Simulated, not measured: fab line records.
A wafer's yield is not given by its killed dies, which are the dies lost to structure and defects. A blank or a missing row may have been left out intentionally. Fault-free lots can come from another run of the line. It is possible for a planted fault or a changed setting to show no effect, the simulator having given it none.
fab line records	flow gf180mcu
[record] lots = 24	wafers = 72	last-day = 34
route steps=602 shown VT_IMPLANT@130 PSD@256 V2@404 V4@494 V5@565 PASSIVATION@589
lots untouched by any fault: they come from a run of this same line in which no faults occurred
start-h: hours from the record's first day to the start of the lot's first wafer shown	wait-h: hours elapsed since this lot's preceding step	" unchanged from the row above	L1.1+2: a row that stands for several wafers	- no value, or no start given	* or withheld: withheld	< > ~ a bound
route shown NAME@n: NAME is a module with steps in the file, n the number in the route of the first one	usual: mean and standard deviation over wafers with no fault	same: alike in all rows	chamber/n: place in a boat	sites: the reading at each site	_std_site: standard deviation across them	_edge_site: inner sites' mean taken away from outer sites' mean	radius-mm: for every site, how far away it sits from the centre of the wafer	mask NAME#n: copy n	behind: tool/chamber where the wafer was last shaped	hold: what put the lot on hold/how long, in hours/how the hold closed	device: whichever transistor did not switch (one of n, p or np)	end of line: the same wafers' tests at the end of the route	a step with no rows: only its recipe	killed: not the wafer's yield, but the dies lost to structure and defects at the first sort	map: dies across one wafer; x = killed, . = not, _ = none there
set.NAME: the setting that was run; set.NAME@STEP: the one run at that earlier step	model.NAME: the simulator's own value behind a step, which no gauge read
one table for each step of the route and one row for each wafer, over a sample of lots
services: when a tool's chamber went out of use (start-h, in hours from the record's first day, below 0 if earlier), for how many hours, and the reason
[[steps]]
[step GF_VT_IMPLANT_OVL_MEAS_40]
[usual] VT_IMPLANT_03_OVL = 0.5/1.4
lot.wafer	tool	chamber	start-h	wait-h	VT_IMPLANT_03_OVL[nm]
L074.3	overlay-01	-	156.09	0.1	2.0
L074.4	"	-	"	"	-0.4
L074.5	"	-	"	"	1.5
L075.1	overlay-01	-	162.80	0.1	-1.0
L075.3	"	-	"	"	-0.9
L075.6	"	-	"	"	-1.1
L076.2	overlay-02	-	171.70	0.1	1.2
L076.3	"	-	"	"	1.3
L076.4	"	-	"	"	2.2
L077.2	overlay-01	-	177.99	0.1	0.1
L077.3	"	-	"	"	-0.3
L077.5	"	-	"	"	1.0
L078.1	overlay-01	-	182.43	0.1	-0.3
L078.2	"	-	"	"	-1.3
L078.6	"	-	"	"	-1.4
L079.3	overlay-01	-	193.69	0.1	0.3
L079.5	"	-	"	"	0.3
L079.6	"	-	"	"	0.5
L080.3	overlay-02	-	198.26	0.1	1.1
L080.4	"	-	"	"	1.9
L080.5	"	-	"	"	2.1
L081.2	overlay-01	-	205.44	0.1	-0.1
L081.3	"	-	"	"	0.3
L081.5	"	-	"	"	0.1
L082.2	overlay-02	-	211.31	0.1	1.9
L082.3	"	-	"	"	3.1
L082.6	"	-	"	"	2.8
L083.1	overlay-02	-	219.28	0.1	0.5
L083.5	"	-	"	"	0.7
L083.6	"	-	"	"	1.3
L084.2	overlay-02	-	224.50	0.1	1.2
L084.4	"	-	"	"	1.3
L084.6	"	-	"	"	-0.2
L085.2	overlay-01	-	229.26	0.1	2.7
L085.4	"	-	"	"	0.4
L085.5	"	-	"	"	1.9
L086.3	overlay-02	-	234.19	0.1	0.2
L086.4	"	-	"	"	0.2
L086.6	"	-	"	"	1.6
L087.2	overlay-01	-	246.50	0.1	-1.1
L087.3	"	-	"	"	-0.8
L087.5	"	-	"	"	-0.5
L088.1	overlay-02	-	250.90	0.1	1.9
L088.3	"	-	"	"	-0.2
L088.6	"	-	"	"	-0.1
L089.3	overlay-02	-	260.15	0.1	1.8
L089.4	"	-	"	"	0.8
L089.6	"	-	"	"	2.9
L090.1	overlay-02	-	263.20	0.1	2.4
L090.2	"	-	"	"	2.0
L090.3	"	-	"	"	0.7
L091.1	overlay-02	-	269.88	0.1	-1.2
L091.3	"	-	"	"	-1.4
L091.6	"	-	"	"	-1.5
L092.3	overlay-02	-	278.99	0.1	0.6
L092.4	"	-	"	"	0.9
L092.6	"	-	"	"	0.9
L093.2	overlay-01	-	283.05	0.1	-0.6
L093.3	"	-	"	"	-2.1
L093.4	"	-	"	"	-1.1
L094.2	overlay-01	-	291.00	0.1	-0.4
L094.5	"	-	"	"	-0.7
L094.6	"	-	"	"	-1.5
L095.1	overlay-02	-	295.69	0.1	3.2
L095.3	"	-	"	"	0.4
L095.5	"	-	"	"	2.2
L096.1	overlay-02	-	305.18	0.1	-1.3
L096.2	"	-	"	"	-1.1
L096.6	"	-	"	"	-0.9
L097.3	overlay-02	-	310.46	0.1	3.9
L097.4	"	-	"	"	2.5
L097.5	"	-	"	"	3.7
[step GF_PSD_OVL_MEAS_08]
[usual] PSD_OVL = -0.2/1.1
lot.wafer	tool	chamber	start-h	wait-h	PSD_OVL[nm]
L074.3	overlay-01	-	320.01	0.1	0.0
L074.4	"	-	"	"	0.9
L074.5	"	-	"	"	-0.1
L075.1	overlay-01	-	326.04	0.1	-1.1
L075.3	"	-	"	"	-1.0
L075.6	"	-	"	"	-0.6
L076.2	overlay-02	-	336.20	0.1	-1.4
L076.3	"	-	"	"	-0.3
L076.4	"	-	"	"	-0.5
L077.2	overlay-01	-	347.65	0.1	2.0
L077.3	"	-	"	"	1.4
L077.5	"	-	"	"	1.8
L078.1	overlay-01	-	352.39	0.1	-0.5
L078.2	"	-	"	"	-0.4
L078.6	"	-	"	"	0.6
L079.3	overlay-02	-	364.46	0.1	0.3
L079.5	"	-	"	"	-0.7
L079.6	"	-	"	"	-0.1
L080.3	overlay-02	-	374.45	0.1	0.6
L080.4	"	-	"	"	-1.6
L080.5	"	-	"	"	-1.9
L081.2	overlay-02	-	381.45	0.1	1.2
L081.3	"	-	"	"	0.1
L081.5	"	-	"	"	0.3
L082.2	overlay-01	-	387.30	0.1	-0.8
L082.3	"	-	"	"	1.9
L082.6	"	-	"	"	1.0
L083.1	overlay-01	-	397.24	0.1	-0.1
L083.5	"	-	"	"	0.2
L083.6	"	-	"	"	0.8
L084.2	overlay-02	-	407.40	0.1	-0.1
L084.4	"	-	"	"	-0.7
L084.6	"	-	"	"	0.7
L085.2	overlay-02	-	411.85	0.1	-1.6
L085.4	"	-	"	"	-1.6
L085.5	"	-	"	"	-1.3
L086.3	overlay-02	-	414.32	0.1	0.7
L086.4	"	-	"	"	1.5
L086.6	"	-	"	"	2.4
L087.2	overlay-02	-	429.69	0.1	0.7
L087.3	"	-	"	"	0.0
L087.5	"	-	"	"	0.8
L088.1	overlay-01	-	436.89	0.1	0.5
L088.3	"	-	"	"	1.2
L088.6	"	-	"	"	0.3
L089.3	overlay-02	-	447.20	0.1	0.4
L089.4	"	-	"	"	1.4
L089.6	"	-	"	"	-0.3
L090.1	overlay-01	-	452.19	0.1	-1.6
L090.2	"	-	"	"	-0.3
L090.3	"	-	"	"	-1.1
L091.1	overlay-01	-	460.70	0.1	1.2
L091.3	"	-	"	"	0.5
L091.6	"	-	"	"	0.5
L092.3	overlay-01	-	471.21	0.1	-1.3
L092.4	"	-	"	"	0.3
L092.6	"	-	"	"	-1.0
L093.2	overlay-02	-	479.55	0.1	0.5
L093.3	"	-	"	"	-0.6
L093.4	"	-	"	"	-0.7
L094.2	overlay-02	-	484.60	0.1	-0.2
L094.5	"	-	"	"	-0.1
L094.6	"	-	"	"	0.6
L095.1	overlay-01	-	492.56	0.1	-0.7
L095.3	"	-	"	"	-1.3
L095.5	"	-	"	"	-0.1
L096.1	overlay-02	-	506.50	0.1	-2.8
L096.2	"	-	"	"	-3.2
L096.6	"	-	"	"	-2.2
L097.3	overlay-02	-	507.11	0.1	-1.6
L097.4	"	-	"	"	-0.6
L097.5	"	-	"	"	-0.9
[step GF_V2_SPUTTER_22]
[recipe] material = TiN	target-thk-nm = 10	chamber-pressure-pa = 5	power-w = 4000	time-s = 40
[usual] throttle-valve-pct = 29.5/1
lot.wafer	tool	chamber	start-h	wait-h	throttle-valve-pct
L074.3	pvd-sputter-04	-	466.36	0.0	29.7
L074.4	"	-	"	"	29.6
L074.5	"	-	"	"	31.0
L075.1	pvd-sputter-02	-	474.15	0.0	29.3
L075.3	"	-	"	"	29.2
L075.6	"	-	"	"	29.8
L076.2	pvd-sputter-02	-	484.95	0.0	29.0
L076.3	"	-	"	"	29.7
L076.4	"	-	"	"	31.3
L077.2	pvd-sputter-03	-	497.35	0.0	28.8
L077.3	"	-	"	"	29.4
L077.5	"	-	"	"	28.7
L078.1	pvd-sputter-03	-	502.92	0.0	28.8
L078.2	"	-	"	"	29.2
L078.6	"	-	"	"	28.6
L079.3	pvd-sputter-03	-	516.80	0.0	28.5
L079.5	"	-	"	"	29.7
L079.6	"	-	"	"	28.8
L080.3	pvd-sputter-03	-	525.67	0.0	29.4
L080.4	"	-	"	"	29.4
L080.5	"	-	"	"	29.6
L081.2	pvd-sputter-02	-	532.45	0.0	29.1
L081.3	"	-	"	"	28.6
L081.5	"	-	"	"	28.9
L082.2	pvd-sputter-04	-	538.12	0.0	27.3
L082.3	"	-	"	"	30.8
L082.6	"	-	"	"	30.3
L083.1	pvd-sputter-02	-	548.87	0.0	28.8
L083.5	"	-	"	"	29.6
L083.6	"	-	"	"	29.2
L084.2	pvd-sputter-02	-	558.02	0.0	29.3
L084.4	"	-	"	"	29.4
L084.6	"	-	"	"	29.1
L085.2	pvd-sputter-04	-	563.76	0.0	29.6
L085.4	"	-	"	"	27.3
L085.5	"	-	"	"	31.1
L086.3	pvd-sputter-02	-	563.80	0.0	29.2
L086.4	"	-	"	"	28.8
L086.6	"	-	"	"	29.4
L087.2	pvd-sputter-04	-	579.91	0.0	29.5
L087.3	"	-	"	"	30.9
L087.5	"	-	"	"	27.6
L088.1	pvd-sputter-02	-	584.35	0.0	31.3
L088.3	"	-	"	"	28.8
L088.6	"	-	"	"	29.5
L089.3	pvd-sputter-03	-	593.40	0.0	29.0
L089.4	"	-	"	"	29.3
L089.6	"	-	"	"	29.0
L090.1	pvd-sputter-04	-	598.97	0.0	31.0
L090.2	"	-	"	"	29.5
L090.3	"	-	"	"	30.9
L091.1	pvd-sputter-02	-	606.95	0.0	28.8
L091.3	"	-	"	"	28.9
L091.6	"	-	"	"	28.9
L092.3	pvd-sputter-03	-	614.87	0.0	29.5
L092.4	"	-	"	"	28.9
L092.6	"	-	"	"	29.5
L093.2	pvd-sputter-02	-	621.97	0.0	29.2
L093.3	"	-	"	"	29.6
L093.4	"	-	"	"	31.5
L094.2	pvd-sputter-02	-	627.21	0.0	28.9
L094.5	"	-	"	"	28.8
L094.6	"	-	"	"	31.4
L095.1	pvd-sputter-03	-	633.90	0.0	28.9
L095.3	"	-	"	"	29.1
L095.5	"	-	"	"	28.8
L096.1	pvd-sputter-04	-	645.00	0.0	29.6
L096.2	"	-	"	"	30.8
L096.6	"	-	"	"	30.6
L097.3	pvd-sputter-02	-	646.23	0.0	31.6
L097.4	"	-	"	"	29.5
L097.5	"	-	"	"	31.3
[step GF_V4_STRIP_18]
[recipe] chemistry = O2/N2	power-w = 1400	pressure-mtorr = 1500	platen-temp-c = 250	o2-flow-sccm = 3000	n2-flow-sccm = 300	overash-fraction = 0.5
[usual] drypump-motor-current-A = 5.34/0.28	heater-power-w = 346/34	o2-flow-sccm = 3000/11	oes-product-au = 0.593/0.0047
lot.wafer	tool	chamber	start-h	wait-h	drypump-motor-current-A	heater-power-w	o2-flow-sccm	oes-product-au	rf-hours-counter-h
L074.3	plasma-asher-03	0	565.36	-	5.39	340	2994	0.590	-
L074.4	"	1	"	"	5.11	336	3017	0.587	-
L074.5	"	1	"	"	5.11	331	3016	0.590	-
L075.1	plasma-asher-03	1	571.10	-	5.13	326	2997	0.595	46
L075.3	"	1	"	"	5.12	331	3013	0.591	-
L075.6	"	1	"	"	5.12	327	3007	0.586	-
L076.2	plasma-asher-04	1	582.97	-	5.20	431	3004	0.594	16
L076.3	"	0	"	"	5.01	304	3001	0.590	-
L076.4	"	1	"	"	5.18	435	3007	0.587	-
L077.2	plasma-asher-03	1	592.15	-	5.12	326	2995	0.592	48
L077.3	"	0	"	"	5.42	348	2987	0.587	-
L077.5	"	1	"	"	5.12	330	3012	0.592	-
L078.1	plasma-asher-02	1	596.90	-	5.73	334	3031	0.594	84
L078.2	"	0	"	"	5.95	359	2996	0.592	84
L078.6	"	0	"	"	5.95	366	3008	0.587	-
L079.3	plasma-asher-04	0	611.16	-	5.03	305	2998	0.594	-
L079.5	"	0	"	"	5.03	301	2987	0.587	-
L079.6	"	1	"	"	5.17	438	3016	0.582	-
L080.3	plasma-asher-03	0	618.62	-	5.43	348	2992	0.602	-
L080.4	"	1	"	"	5.08	332	2994	0.594	-
L080.5	"	0	"	"	5.43	345	2984	0.596	-
L081.2	plasma-asher-03	1	624.33	-	5.12	321	2998	0.591	52
L081.3	"	0	"	"	5.38	345	2992	0.591	-
L081.5	"	0	"	"	5.40	349	3005	0.592	-
L082.2	plasma-asher-02	0	629.70	-	5.93	368	2976	0.589	86
L082.3	"	0	"	"	5.96	370	2992	0.598	-
L082.6	"	1	"	"	5.69	330	2991	0.595	-
L083.1	plasma-asher-03	0	638.30	-	5.41	350	3002	0.593	54
L083.5	"	1	"	"	5.12	339	3011	0.588	-
L083.6	"	0	"	"	5.39	348	3014	0.591	-
L084.2	plasma-asher-02	1	647.50	-	5.71	333	3003	0.599	88
L084.4	"	1	"	"	5.71	334	3001	0.605	-
L084.6	"	0	"	"	5.93	367	2997	0.588	-
L086.3	plasma-asher-04	1	653.01	-	5.19	425	3003	0.600	-
L086.4	"	0	"	"	5.00	306	3009	0.597	-
L086.6	"	1	"	"	5.22	439	3010	0.595	-
L085.2	plasma-asher-04	0	653.57	-	5.01	303	2995	0.589	23
L085.4	"	0	"	"	5.03	302	2991	0.590	-
L085.5	"	1	"	"	5.19	437	3002	0.600	-
L087.2	plasma-asher-02	0	667.97	-	5.94	360	2998	0.588	91
L087.3	"	0	"	"	5.94	365	3006	0.597	-
L087.5	"	0	"	"	5.95	357	3006	0.604	-
L088.1	plasma-asher-02	1	670.89	-	5.71	328	2996	0.594	91
L088.3	"	0	"	"	5.92	369	2983	0.593	-
L088.6	"	1	"	"	5.71	332	3004	0.602	-
L089.3	plasma-asher-04	1	679.10	-	5.20	427	3019	0.595	-
L089.4	"	0	"	"	5.01	300	2988	0.598	-
L089.6	"	0	"	"	4.97	298	2998	0.596	-
L090.1	plasma-asher-03	1	684.93	-	5.11	326	2992	0.596	59
L090.2	"	0	"	"	5.40	348	3006	0.594	59
L090.3	"	0	"	"	5.37	350	2999	0.590	-
L091.1	plasma-asher-03	0	690.97	-	5.42	350	2999	0.596	60
L091.3	"	0	"	"	5.39	346	2997	0.589	-
L091.6	"	1	"	"	5.12	328	2983	0.590	-
L092.3	plasma-asher-03	1	698.81	-	5.10	335	2997	0.601	-
L092.4	"	0	"	"	5.39	341	3005	0.590	-
L092.6	"	0	"	"	5.41	352	3000	0.592	-
L093.2	plasma-asher-03	0	704.82	-	5.39	344	3001	0.596	62
L093.3	"	1	"	"	5.14	333	2992	0.597	-
L093.4	"	0	"	"	5.40	348	3006	0.587	-
L094.2	plasma-asher-03	1	709.28	-	5.10	323	2993	0.597	62
L094.5	"	1	"	"	5.12	338	2997	0.597	-
L094.6	"	0	"	"	5.40	344	2987	0.597	-
L095.1	plasma-asher-03	1	715.70	-	5.12	323	2999	0.591	63
L095.3	"	1	"	"	5.13	335	3028	0.595	-
L095.5	"	1	"	"	5.14	329	3008	0.592	-
L096.1	plasma-asher-03	1	725.50	-	5.10	335	3007	0.596	64
L096.2	"	0	"	"	5.37	348	3003	0.588	64
L096.6	"	0	"	"	5.37	348	3003	0.590	-
L097.3	plasma-asher-03	0	726.85	-	5.36	340	2994	0.591	-
L097.4	"	1	"	"	5.11	318	3005	0.596	-
L097.5	"	0	"	"	5.43	346	3000	0.593	-
[step GF_V5_THK_MEAS_25]
[recipe] thk-meas-gauge = xrf	reads = W_of_V5_CVD_23
[usual] V5_W_THK = 353/4.5
lot.wafer	tool	chamber	start-h	wait-h	V5_W_THK[nm]
L074.3	film-metro-02	-	632.87	0.1	356
L074.4	"	-	"	"	352
L074.5	"	-	"	"	355
L075.1	film-metro-03	-	638.55	0.1	353
L075.3	"	-	"	"	351
L075.6	"	-	"	"	350
L076.2	film-metro-01	-	649.62	0.1	348
L076.3	"	-	"	"	354
L076.4	"	-	"	"	354
L077.2	film-metro-03	-	658.32	0.1	350
L077.3	"	-	"	"	346
L077.5	"	-	"	"	349
L078.1	film-metro-01	-	662.35	0.1	352
L078.2	"	-	"	"	352
L078.6	"	-	"	"	351
L079.3	film-metro-02	-	675.89	0.1	353
L079.5	"	-	"	"	352
L079.6	"	-	"	"	355
L080.3	film-metro-01	-	681.44	0.1	352
L080.4	"	-	"	"	350
L080.5	"	-	"	"	357
L081.2	film-metro-03	-	687.34	0.1	356
L081.3	"	-	"	"	353
L081.5	"	-	"	"	361
L082.2	film-metro-02	-	692.21	0.1	355
L082.3	"	-	"	"	357
L082.6	"	-	"	"	358
L083.1	film-metro-02	-	699.96	0.1	358
L083.5	"	-	"	"	356
L083.6	"	-	"	"	351
L084.2	film-metro-01	-	708.45	0.1	359
L084.4	"	-	"	"	353
L084.6	"	-	"	"	356
L086.3	film-metro-01	-	713.66	0.1	354
L086.4	"	-	"	"	351
L086.6	"	-	"	"	352
L085.2	film-metro-02	-	714.85	0.1	368
L085.4	"	-	"	"	356
L085.5	"	-	"	"	358
L087.2	film-metro-01	-	727.17	0.1	356
L087.3	"	-	"	"	359
L087.5	"	-	"	"	359
L088.1	film-metro-03	-	730.82	0.1	349
L088.3	"	-	"	"	350
L088.6	"	-	"	"	349
L089.3	film-metro-03	-	738.02	0.1	344
L089.4	"	-	"	"	346
L089.6	"	-	"	"	348
L090.1	film-metro-01	-	743.69	0.1	359
L090.2	"	-	"	"	352
L090.3	"	-	"	"	355
L091.1	film-metro-01	-	748.31	0.1	349
L091.3	"	-	"	"	355
L091.6	"	-	"	"	357
L092.3	film-metro-03	-	756.11	0.1	357
L092.4	"	-	"	"	359
L092.6	"	-	"	"	357
L093.2	film-metro-02	-	761.24	0.1	347
L093.3	"	-	"	"	353
L093.4	"	-	"	"	350
L094.2	film-metro-01	-	765.18	0.1	345
L094.5	"	-	"	"	347
L094.6	"	-	"	"	344
L095.1	film-metro-02	-	771.29	0.1	350
L095.3	"	-	"	"	348
L095.5	"	-	"	"	355
L096.1	film-metro-03	-	779.79	0.1	348
L096.2	"	-	"	"	350
L096.6	"	-	"	"	350
L097.3	film-metro-03	-	780.53	0.1	346
L097.4	"	-	"	"	352
L097.5	"	-	"	"	347
[step GF_PASSIVATION_CVD_02]
[recipe] material = Si3N4	target-thk-nm = 700	time-s = 486.18	temp-c = 400	rf-w = 450
[usual] heater-power-w = 702/76
lot.wafer	tool	chamber	start-h	wait-h	heater-power-w	since-wet-clean-h
L074.3	pecvd-04	2	654.63	0.0	760	479
L074.4	"	0	"	"	633	-
L074.5	"	2	"	"	824	-
L075.1	pecvd-03	2	659.69	0.1	679	693
L075.3	"	1	"	"	713	693
L075.6	"	1	"	"	727	-
L076.2	pecvd-01	1	670.55	0.0	794	288
L076.3	"	0	"	"	611	288
L076.4	"	2	"	"	642	-
L077.2	pecvd-04	1	678.70	0.0	753	503
L077.3	"	0	"	"	770	503
L077.5	"	2	"	"	847	-
L078.1	pecvd-03	2	682.90	0.1	637	717
L078.2	"	0	"	"	632	717
L078.6	"	2	"	"	658	-
L079.3	pecvd-01	0	695.87	0.0	756	313
L079.5	"	1	"	"	746	-
L079.6	"	0	"	"	615	-
L080.3	pecvd-01	0	701.90	0.0	659	319
L080.4	"	1	"	"	807	-
L080.5	"	0	"	"	729	-
L081.2	pecvd-03	0	708.05	0.0	565	742
L081.3	"	1	"	"	611	742
L081.5	"	0	"	"	610	-
L082.2	pecvd-04	0	712.42	0.0	786	537
L082.3	"	2	"	"	749	537
L082.6	"	2	"	"	811	-
L083.1	pecvd-04	2	719.99	0.1	764	545
L083.5	"	2	"	"	792	-
L083.6	"	1	"	"	645	-
L084.2	pecvd-01	2	728.73	0.0	642	346
L084.4	"	2	"	"	684	-
L084.6	"	0	"	"	709	-
L086.3	pecvd-04	2	732.96	0.0	811	558
L086.4	"	0	"	"	772	-
L086.6	"	2	"	"	854	-
L085.2	pecvd-01	1	734.34	0.0	788	352
L085.4	"	0	"	"	749	-
L085.5	"	1	"	"	811	-
L087.2	pecvd-03	1	746.07	0.0	680	780
L087.3	"	0	"	"	642	780
L087.5	"	2	"	"	649	-
L088.1	pecvd-04	2	749.70	0.1	769	574
L088.3	"	1	"	"	809	574
L088.6	"	0	"	"	771	-
L089.3	pecvd-03	0	756.59	0.0	639	790
L089.4	"	1	"	"	737	-
L089.6	"	0	"	"	652	-
L090.1	pecvd-01	0	761.85	0.1	624	379
L090.2	"	2	"	"	673	379
L090.3	"	1	"	"	672	379
L091.1	pecvd-01	1	765.90	0.1	691	383
L091.3	"	0	"	"	710	383
L091.6	"	0	"	"	743	-
L092.3	pecvd-01	1	773.62	0.0	798	391
L092.4	"	2	"	"	609	-
L092.6	"	1	"	"	826	-
L093.2	pecvd-01	2	778.32	0.0	651	396
L093.3	"	0	"	"	623	396
L093.4	"	2	"	"	655	-
L094.2	pecvd-01	2	782.64	0.0	664	400
L094.5	"	0	"	"	619	-
L094.6	"	2	"	"	682	-
L095.1	pecvd-01	2	788.22	0.1	564	405
L095.3	"	1	"	"	815	405
L095.5	"	0	"	"	687	-
L096.1	pecvd-03	1	796.04	0.1	703	830
L096.2	"	2	"	"	656	830
L096.6	"	2	"	"	691	-
L097.3	pecvd-01	2	797.49	0.0	685	415
L097.4	"	0	"	"	714	-
L097.5	"	1	"	"	811	-
[[services]]
tool	chamber	start-h	hours	kind
pecvd-01	0	450.43	4.5	repair
pvd-sputter-02	0	460.51	-	consumable-replace:kit
pecvd-01	-	465.74	0.8	pm
plasma-asher-02	-	472.44	1.8	repair
plasma-asher-04	-	491.10	2.8	pm
plasma-asher-04	-	494.74	0.9	repair
pvd-sputter-02	-	524.51	4.8	repair
plasma-asher-02	-	597.22	0.4	repair
pecvd-04	-	603.39	6.0	pm
plasma-asher-02	-	608.55	15.6	pm
plasma-asher-04	-	624.15	0.4	repair
plasma-asher-04	-	627.44	5.7	repair
plasma-asher-04	-	627.62	13.6	repair
pecvd-04	-	633.22	1.0	repair
pecvd-03	1	640.76	4.8	repair
pvd-sputter-03	-	642.77	6.2	repair
plasma-asher-02	-	671.73	14.6	pm
pecvd-03	-	694.00	2.8	pm
pecvd-03	0	701.15	6.2	repair
pecvd-01	-	706.67	14.6	pm
plasma-asher-04	-	727.08	12.7	repair
pvd-sputter-04	-	729.90	3.4	repair
pecvd-03	-	774.36	1.0	repair
pecvd-04	-	783.67	2.5	repair
[[key]]
fault none
